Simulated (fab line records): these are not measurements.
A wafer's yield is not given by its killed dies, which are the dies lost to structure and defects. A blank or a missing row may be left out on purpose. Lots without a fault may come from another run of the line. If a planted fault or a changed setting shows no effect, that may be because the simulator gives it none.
Which tool is to blame? / flow sky130 / 13 lots with 39 wafers sampled at 5 steps, on a route of 708 steps

WHAT THE GAUGES SHOWED, per wafer
SKY_CAP2M_THK_MEAS_04: measures by xrf.
lot=L441; measured=day 40 07:55; on=film-metro-02; CAP2M_TIN_THK (nm)=194.4 196.5 197.1
lot=L442; measured=day 40 13:46; on=film-metro-02; CAP2M_TIN_THK (nm)=191.4 195.5 190.5
lot=L443; measured=day 40 22:06; on=film-metro-03; CAP2M_TIN_THK (nm)=198.4 194.8 196.4
lot=L444; measured=day 41 07:50; on=film-metro-04; CAP2M_TIN_THK (nm)=195.4 197.2 191.0
lot=L447; measured=day 41 20:52; on=film-metro-04; CAP2M_TIN_THK (nm)=193.1 194.4 196.1
lot=L448; measured=day 43 01:10; on=film-metro-03; CAP2M_TIN_THK (nm)=201.6 202.1 201.7
lot=L449; measured=day 43 02:10; on=film-metro-02; CAP2M_TIN_THK (nm)=203.3 202.1 201.1
lot=L450; measured=day 43 03:39; on=film-metro-03; CAP2M_TIN_THK (nm)=196.9 196.5 199.5
lot=L451; measured=day 43 08:37; on=film-metro-04; CAP2M_TIN_THK (nm)=194.2 197.6 196.7
lot=L459; measured=day 45 10:02; on=film-metro-02; CAP2M_TIN_THK (nm)=198.2 194.3 196.9
lot=L461; measured=day 46 01:19; on=film-metro-02; CAP2M_TIN_THK (nm)=199.5 197.4 197.7
lot=L462; measured=day 46 02:45; on=film-metro-02; CAP2M_TIN_THK (nm)=195.2 196.0 195.6
lot=L463; measured=day 46 05:09; on=film-metro-02; CAP2M_TIN_THK (nm)=197.3 197.4 200.0

SKY_VIA4_OVL_MEAS_11.
lot=L441; measured=day 43 10:44; on=overlay-01; VIA4_OVL (nm)=-0.3 0.9 0.5
lot=L442; measured=day 43 16:25; on=overlay-01; VIA4_OVL (nm)=-0.2 0.0 1.3
lot=L443; measured=day 43 22:08; on=overlay-01; VIA4_OVL (nm)=-2.3 -0.9 -1.4
lot=L444; measured=day 44 09:20; on=overlay-01; VIA4_OVL (nm)=-1.2 -1.0 -0.8
lot=L447; measured=day 44 19:58; on=overlay-02; VIA4_OVL (nm)=-0.7 -1.6 -3.0
lot=L448; measured=day 45 21:26; on=overlay-02; VIA4_OVL (nm)=-1.7 0.0 -0.8
lot=L449; measured=day 45 22:34; on=overlay-01; VIA4_OVL (nm)=-0.4 0.3 -0.6
lot=L450; measured=day 46 00:08; on=overlay-01; VIA4_OVL (nm)=-2.4 -1.3 -0.3
lot=L451; measured=day 46 03:46; on=overlay-02; VIA4_OVL (nm)=1.2 -0.4 0.9
lot=L459; measured=day 48 03:15; on=overlay-01; VIA4_OVL (nm)=-3.2 -3.4 -1.2
lot=L461; measured=day 48 15:17; on=overlay-01; VIA4_OVL (nm)=-2.6 -1.6 -0.5
lot=L462; measured=day 48 16:50; on=overlay-01; VIA4_OVL (nm)=-2.7 -1.7 -1.9
lot=L463; measured=day 48 18:38; on=overlay-02; VIA4_OVL (nm)=-0.3 1.2 0.0

SKY_METAL5_RS_MEAS_05: uses a four-point probe to measure.
lot=L441; measured=day 43 12:21; on=film-metro-01; METAL5_ALCU_RS (ohm/sq)=0.0270 0.0268 0.0269
lot=L442; measured=day 43 17:59; on=film-metro-03; METAL5_ALCU_RS (ohm/sq)=0.0268 0.0271 0.0271
lot=L443; measured=day 43 23:41; on=film-metro-03; METAL5_ALCU_RS (ohm/sq)=0.0269 0.0266 0.0270
lot=L444; measured=day 44 11:00; on=film-metro-03; METAL5_ALCU_RS (ohm/sq)=0.0269 0.0267 0.0271
lot=L447; measured=day 44 21:33; on=film-metro-01; METAL5_ALCU_RS (ohm/sq)=0.0278 0.0274 0.0270
lot=L448; measured=day 45 23:02; on=film-metro-01; METAL5_ALCU_RS (ohm/sq)=0.0265 0.0263 0.0267
lot=L449; measured=day 46 00:08; on=film-metro-03; METAL5_ALCU_RS (ohm/sq)=0.0267 0.0267 0.0268
lot=L450; measured=day 46 01:41; on=film-metro-02; METAL5_ALCU_RS (ohm/sq)=0.0271 0.0272 0.0279
lot=L451; measured=day 46 05:31; on=film-metro-01; METAL5_ALCU_RS (ohm/sq)=0.0267 0.0273 0.0272
lot=L459; measured=day 48 04:53; on=film-metro-03; METAL5_ALCU_RS (ohm/sq)=0.0266 0.0270 0.0270
lot=L461; measured=day 48 16:52; on=film-metro-02; METAL5_ALCU_RS (ohm/sq)=0.0271 0.0270 0.0270
lot=L462; measured=day 48 18:27; on=film-metro-02; METAL5_ALCU_RS (ohm/sq)=0.0273 0.0274 0.0274
lot=L463; measured=day 48 20:16; on=film-metro-03; METAL5_ALCU_RS (ohm/sq)=0.0267 0.0268 0.0267

SKY_PAD_OPEN_BOW_MEAS_13.
lot=L441; measured=day 46 09:43; on=film-metro-03; PAD_OPEN_BOW (um)=39 45 49
lot=L442; measured=day 46 14:08; on=film-metro-02; PAD_OPEN_BOW (um)=62 57 58
lot=L443; measured=day 46 19:08; on=film-metro-02; PAD_OPEN_BOW (um)=42 32 41
lot=L444; measured=day 47 08:05; on=film-metro-03; PAD_OPEN_BOW (um)=36 43 47
lot=L447; measured=day 47 16:18; on=film-metro-03; PAD_OPEN_BOW (um)=19 37 39
lot=L448; measured=day 48 14:05; on=film-metro-02; PAD_OPEN_BOW (um)=46 63 40
lot=L449; measured=day 48 14:41; on=film-metro-02; PAD_OPEN_BOW (um)=69 48 60
lot=L450; measured=day 48 16:23; on=film-metro-03; PAD_OPEN_BOW (um)=116 111 115
lot=L451; measured=day 48 19:20; on=film-metro-03; PAD_OPEN_BOW (um)=107 116 99
lot=L459; measured=day 50 13:43; on=film-metro-02; PAD_OPEN_BOW (um)=53 62 58
lot=L461; measured=day 50 23:47; on=film-metro-02; PAD_OPEN_BOW (um)=48 49 50
lot=L462; measured=day 51 00:28; on=film-metro-02; PAD_OPEN_BOW (um)=49 50 53
lot=L463; measured=day 51 02:38; on=film-metro-04; PAD_OPEN_BOW (um)=54 51 44

WHAT TOOL EACH LOT RAN ON (gives the tool, then ch and the chambers of the sampled wafers, and finally the start)
lot=L441; SKY_PAD_OPEN_ANNEAL_12=furnace-01 ch 0, day 46 08:13
lot=L442; SKY_PAD_OPEN_ANNEAL_12=furnace-02 ch 0, day 46 12:38
lot=L443; SKY_PAD_OPEN_ANNEAL_12=furnace-01 ch 0, day 46 17:38
lot=L444; SKY_PAD_OPEN_ANNEAL_12=furnace-02 ch 0, day 47 06:32
lot=L447; SKY_PAD_OPEN_ANNEAL_12=furnace-02 ch 0, day 47 14:47
lot=L448; SKY_PAD_OPEN_ANNEAL_12=furnace-02 ch 0, day 48 12:35
lot=L449; SKY_PAD_OPEN_ANNEAL_12=furnace-01 ch 0, day 48 13:11
lot=L450; SKY_PAD_OPEN_ANNEAL_12=furnace-02, day 48 14:53
lot=L451; SKY_PAD_OPEN_ANNEAL_12=furnace-01, day 48 17:50
lot=L459; SKY_PAD_OPEN_ANNEAL_12=furnace-02 ch 0, day 50 12:10
lot=L461; SKY_PAD_OPEN_ANNEAL_12=furnace-02 ch 0, day 50 22:16
lot=L462; SKY_PAD_OPEN_ANNEAL_12=furnace-01 ch 0, day 50 22:56
lot=L463; SKY_PAD_OPEN_ANNEAL_12=furnace-02 ch 0, day 51 01:08
- SKY_PAD_OPEN_ANNEAL_12

WHAT THE TOOLS THEMSELVES READ (means of the sampled wafers that have a number; where no wafer has one, the mark that the record gives instead)
SKY_PAD_OPEN_ANNEAL_12.
lot=L441; tool=furnace-01; ramp-down-c-per-min=4.0007; ramp-up-c-per-min=7.9989; zone-power-upper-pct (%)=4.9
lot=L442; tool=furnace-02; ramp-down-c-per-min=3.9990; ramp-up-c-per-min=8.0009; zone-power-upper-pct (%)=3.8
lot=L443; tool=furnace-01; ramp-down-c-per-min=4.0001; ramp-up-c-per-min=8.0008; zone-power-upper-pct (%)=5.0
lot=L444; tool=furnace-02; ramp-down-c-per-min=3.9998; ramp-up-c-per-min=8.0012; zone-power-upper-pct (%)=3.9
lot=L447; tool=furnace-02; ramp-down-c-per-min=4.0005; ramp-up-c-per-min=8.0001; zone-power-upper-pct (%)=3.8
lot=L448; tool=furnace-02; ramp-down-c-per-min=4.0004; ramp-up-c-per-min=8.0005; zone-power-upper-pct (%)=3.8
lot=L449; tool=furnace-01; ramp-down-c-per-min=3.9996; ramp-up-c-per-min=8.0003; zone-power-upper-pct (%)=4.9
lot=L450; tool=furnace-02; ramp-down-c-per-min=-; ramp-up-c-per-min=-; zone-power-upper-pct (%)=-
lot=L451; tool=furnace-01; ramp-down-c-per-min=-; ramp-up-c-per-min=-; zone-power-upper-pct (%)=-
lot=L459; tool=furnace-02; ramp-down-c-per-min=4.0002; ramp-up-c-per-min=7.9988; zone-power-upper-pct (%)=3.8
lot=L461; tool=furnace-02; ramp-down-c-per-min=3.9997; ramp-up-c-per-min=8.0005; zone-power-upper-pct (%)=3.9
lot=L462; tool=furnace-01; ramp-down-c-per-min=4.0005; ramp-up-c-per-min=8.0015; zone-power-upper-pct (%)=5.0
lot=L463; tool=furnace-02; ramp-down-c-per-min=4.0001; ramp-up-c-per-min=7.9997; zone-power-upper-pct (%)=3.8

THE ANSWER, worked out from the rows above alone
Rule: the lots themselves supply what counts as usual. Put in order of their means at a reading, lots are off if they are a third of the lots or fewer, leave a main group of 4 or more, and stand apart from it by a gap of 3 or more times the standard deviation of the main group's means; of several such gaps the widest counts. Not used: any main group whose means are identical at the precision the tables above print for the reading. Also off: a lot with no number at a reading for which 4 or more lots have one. Any other lot the step has rows for is counted as sound. The gauges are gone through in route order, then the tools' own readings, and for those a lot's mean is taken as printed above. At the first step where some lot is off, the reading lying furthest off is the one used; lots without a number count as furthest.
Off: L450, L451, at SKY_PAD_OPEN_BOW_MEAS_13 (PAD_OPEN_BOW). Mean 48 um and standard deviation 8.3 in the main group.
If a tool, at a process step before that reading, ran all the lots that are off and no sound lot after the first of them, it fits. Not tried: the gauges at SKY_PAD_OPEN_BOW_MEAS_13; whatever is off there is also off at SKY_PAD_OPEN_ANNEAL_12, on other tools, and gauge error can't account for it. None of those tried fits.

WHAT WAS PUT IN BY THE SIMULATOR
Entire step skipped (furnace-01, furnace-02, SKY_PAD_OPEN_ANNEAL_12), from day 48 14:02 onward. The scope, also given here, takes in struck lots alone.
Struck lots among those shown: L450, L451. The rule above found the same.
